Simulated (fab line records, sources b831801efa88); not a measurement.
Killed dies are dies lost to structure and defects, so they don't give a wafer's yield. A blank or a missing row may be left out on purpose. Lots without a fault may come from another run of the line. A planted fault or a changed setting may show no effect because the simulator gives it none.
A struck lot beside a sound one | flow sky130 | 15 steps out of a route of 708
Sound: wafers L557.3, L557.4, L557.5. Struck: wafers L551.2, L551.4, L551.5. The cause comes at the end.
At each step with rows: each side's tool, then ch and its chambers, then its first start. Under that, the readings that differ: sound wafers | struck wafers | difference of the means | sigmas: that difference in standard deviations of wafers without a fault.
alike: readings whose means differ by less than 2 such deviations, and words and numbers that are the same on both sides. not compared: withheld readings, readings that some wafer has no value for, bounds like >300 that may hide the same value, and numbers for which the record gives no deviation and whose values overlap.
The two part at a step that has a row with sigmas, a row that says differs or no value, or rows on one side only. Numbers that don't overlap but have no deviation are shown without sigmas and don't part them. A reading that every wafer of one side lacks parts them only if that side has two wafers or more.

first, 5 steps without rows for these wafers: SKY_SD_N_COAT_02 (resist thk 1140 nm); SKY_SD_N_SOFTBAKE_03 (time 60 s); SKY_SD_N_EXPOSE_04 (exposes mask NSDM, target cd 380 nm); SKY_SD_N_PEB_05; SKY_SD_N_DEVELOP_06 (develop time 60 s).
SKY_SD_N_CD_MEAS_07: target cd 380 nm.
  sound on cd_sem-02, day 34 00:56; struck on cd_sem-01, day 31 18:18
  alike: cd_nm
SKY_SD_N_OVL_MEAS_08:
  sound on overlay-01, day 34 01:01; struck on overlay-01, day 31 18:24
  alike: SD_N_OVL
then, 2 steps without rows for these wafers: SKY_SD_N_IMPLANT_09; SKY_SD_N_IMPLANT_10.
SKY_SD_N_STRIP_11: strips in O2/N2.
  sound on plasma_asher-01 ch 0,1, day 34 01:23; struck on plasma_asher-04 ch 0,1, day 31 18:44
  alike: drypump_motor_current_A, oes_product_au, strip_time_to_endpoint_s
  not compared: rf_hours_counter_h
SKY_SD_N_TW_MEAS_12:
  sound on film_metro-04, day 34 01:28; struck on film_metro-02, day 31 18:50
  alike: SD_N_TW
then, 1 step without rows for these wafers: SKY_SD_N_CLEAN_13 (cleans in SC1/SC2, time 150 s).
SKY_SD_N_RTA_14: time 2 s.
  sound on rtp_anneal-02 ch 0, day 34 01:35; struck on rtp_anneal-01 ch 0, day 31 18:57
  reading            | sound             | struck            | difference | sigmas
  lamp_power_pct (%) | 15.73 15.74 15.72 | 14.53 14.51 14.51 | -1.21      | -23
  alike: wafer_temp_C_max
SKY_SD_N_RS_MEAS_16: measures by four-point-probe.
  sound on film_metro-04, day 34 01:46; struck on film_metro-02, day 31 19:30
  reading          | sound             | struck            | difference | sigmas
  SD_N_RS (ohm/sq) | 68.63 68.50 68.59 | 73.81 73.89 73.89 | +5.29      | +48
  not compared: hold
then, 1 step without rows for these wafers: SKY_PAD_OPEN_PROBE_99.

WHERE THEY PART
First at SKY_SD_N_RTA_14; last, within this record, at SKY_SD_N_RS_MEAS_16.

WHY: what the simulator had put in
Process parameter drift: rtp_anneal-01, from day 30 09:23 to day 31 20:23, at SKY_SD_N_RTA_14. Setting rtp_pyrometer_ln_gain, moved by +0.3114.
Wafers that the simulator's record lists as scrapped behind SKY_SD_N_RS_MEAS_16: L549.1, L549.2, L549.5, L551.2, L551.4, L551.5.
